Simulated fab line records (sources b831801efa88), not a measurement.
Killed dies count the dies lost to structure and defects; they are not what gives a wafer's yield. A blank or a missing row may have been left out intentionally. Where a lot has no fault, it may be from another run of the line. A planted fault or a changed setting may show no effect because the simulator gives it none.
A lot that was struck, set against a sound lot    flow sky130    23 steps out of a route of 708
Sound: wafers L659.2, L659.4, L659.6. Wafers struck: L664.2, L664.5, L664.6. Last of all comes the cause.
Order at every step that has rows: each side's tool, ch and its chambers, its first start. Under that, the readings that differ: sound wafers    struck wafers    difference of the means    sigmas: that difference in standard deviations of wafers without a fault.
alike: readings whose means differ by less than 2 such deviations, and words and numbers that are the same on both sides. not compared: withheld readings, readings that some wafer has no value for, bounds like >300 that may hide the same value, and numbers for which the record gives no deviation and whose values overlap.
The two part at a step that has a row with sigmas, a row that says differs or no value, or rows on one side only. Non-overlapping numbers with no deviation appear without sigmas and do not part them. Lack of a reading on every wafer of one side parts them only where that side has two or more wafers.

SKY_LOCAL_INTERCONNECT_STRIP_15: strips in O2/N2.
  sound on plasma_asher-03 ch 0,1, day 32 03:41; struck on plasma_asher-03 ch 0,1, day 34 01:38
  alike: drypump_motor_current_A, oes_product_au, strip_time_to_endpoint_s
  not compared: rf_hours_counter_h
then, 3 steps without rows for these wafers: SKY_LOCAL_INTERCONNECT_STRIP_16 (strips in post etch residue remover, time 1200 s); SKY_LOCAL_INTERCONNECT_CLEAN_17 (cleans in IPA, time 180 s); SKY_LOCAL_INTERCONNECT_CLEAN_18 (cleans in O3/DIW).
SKY_CONTACT_CVD_00: deposits Si3N4, target thk 75 nm.
  sound on pecvd-03 ch 0,2, day 32 04:19; struck on pecvd-01 ch 1,2, day 34 02:13
  alike: heater_power_w, susceptor_temp_C
SKY_CONTACT_THK_MEAS_01:
  sound on film_metro-03 at day 32 04:22; struck on film_metro-01 at day 34 02:16
  alike: CONTACT_CVD_00_THK
then, 1 step without rows for these wafers: SKY_CONTACT_HDPCVD_02 (deposits SiO2, target thk 565 nm, time 94.2 s).
SKY_CONTACT_THK_MEAS_03:
  sound on film_metro-02 at day 32 04:29; struck on film_metro-03 at day 34 02:24
  alike: CONTACT_HDPCVD_THK
SKY_CONTACT_CMP_04: polishes SiO2.
  sound on cmp-02 ch 0,1, day 32 04:35; struck on cmp-02 ch 0,1,3, day 34 02:33
  alike: edge_zone_pressure_frac, motor_current_A, time_to_endpoint_s
SKY_CONTACT_BOW_MEAS_05:
  sound on film_metro-02 at day 32 04:52; struck on film_metro-02 at day 34 02:46
  alike: CONTACT_BOW
then, 2 steps without rows for these wafers: SKY_CONTACT_DEHYDRATE_06 (time 60 s); SKY_CONTACT_HMDS_07 (prime time 60 s).
SKY_CONTACT_COAT_08: resist thk 60 nm.
  sound on litho_track-01 ch 0, day 32 18:17; struck on litho_track-01 ch 0, day 34 15:56
reading               sound                 struck                difference  sigmas
spin_speed_rpm (rpm)  2998.5 2998.4 3000.7  3237.9 3240.2 3239.5  +240.0      +99 or more
  alike: dispense_pressure_kPa
then, 5 steps without rows for these wafers: SKY_CONTACT_COAT_09 (resist thk 450 nm); SKY_CONTACT_SOFTBAKE_10 (time 90 s); SKY_CONTACT_EXPOSE_11 (exposes mask CTM1, target cd 170 nm); SKY_CONTACT_PEB_12; SKY_CONTACT_DEVELOP_13 (develop time 60 s).
SKY_CONTACT_CD_MEAS_14 targets a cd of 170 nm.
  sound on cd_sem-01 at day 33 08:11; struck on cd_sem-02 at day 35 06:02
  alike: cd_nm
SKY_CONTACT_OVL_MEAS_15:
  sound on overlay-02 at day 33 08:17; struck on overlay-01 at day 35 06:09
  alike: CONTACT_OVL
SKY_CONTACT_ETCH_16: etches BARC in N2/H2, stops on SiO2, time 45.9 s, target depth 60 nm.
  sound on rie_diel-03 ch 0,3, day 33 08:19; struck on rie_diel-03 ch 0,3, day 35 06:11
reading                   sound              struck             difference  sigmas
oes_product_au (a.u.)     0.857 0.852 0.860  0.840 0.835 0.830  -0.021      -5
model.etch.depth_nm (nm)  60.36 60.32 60.41  57.9 57.71 57.85   -2.5        
  alike: drypump_motor_current_A, throttle_valve_pct
  not compared: rf_hours_counter_h
SKY_CONTACT_ETCH_17: etches SiO2 in C4F8/O2/Ar, stops on Si3N4, target depth 340 nm.
  sound on rie_diel-03 ch 0,3, day 33 08:22; struck on rie_diel-03 ch 0,3, day 35 06:13
  alike: oes_product_au
-- the record jumps here: 13 days lie between the struck wafers' starts before and after (it left off in module CONTACT and takes up again in module PAD_OPEN, whose first step shown is number 708 of the route) --
SKY_PAD_OPEN_PROBE_99:
  sound on prober-01 at day 47 04:09; struck on prober-01 at day 48 10:56
  alike: killed_at_M0_to_M3, killed_at_M4_up, killed_at_contacts, killed_at_front_end, killed_at_other, killed_dies, killed_open, killed_short

WHERE THEY PART
Last at SKY_CONTACT_ETCH_16 as far as this record goes, first at SKY_CONTACT_COAT_08. Later steps at which nothing parts them and some readings are alike: SKY_CONTACT_ETCH_17, SKY_PAD_OPEN_PROBE_99.

WHY: what the simulator had put in
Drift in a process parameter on litho_track-01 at SKY_CONTACT_COAT_08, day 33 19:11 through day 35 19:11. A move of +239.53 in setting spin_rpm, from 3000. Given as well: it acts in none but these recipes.
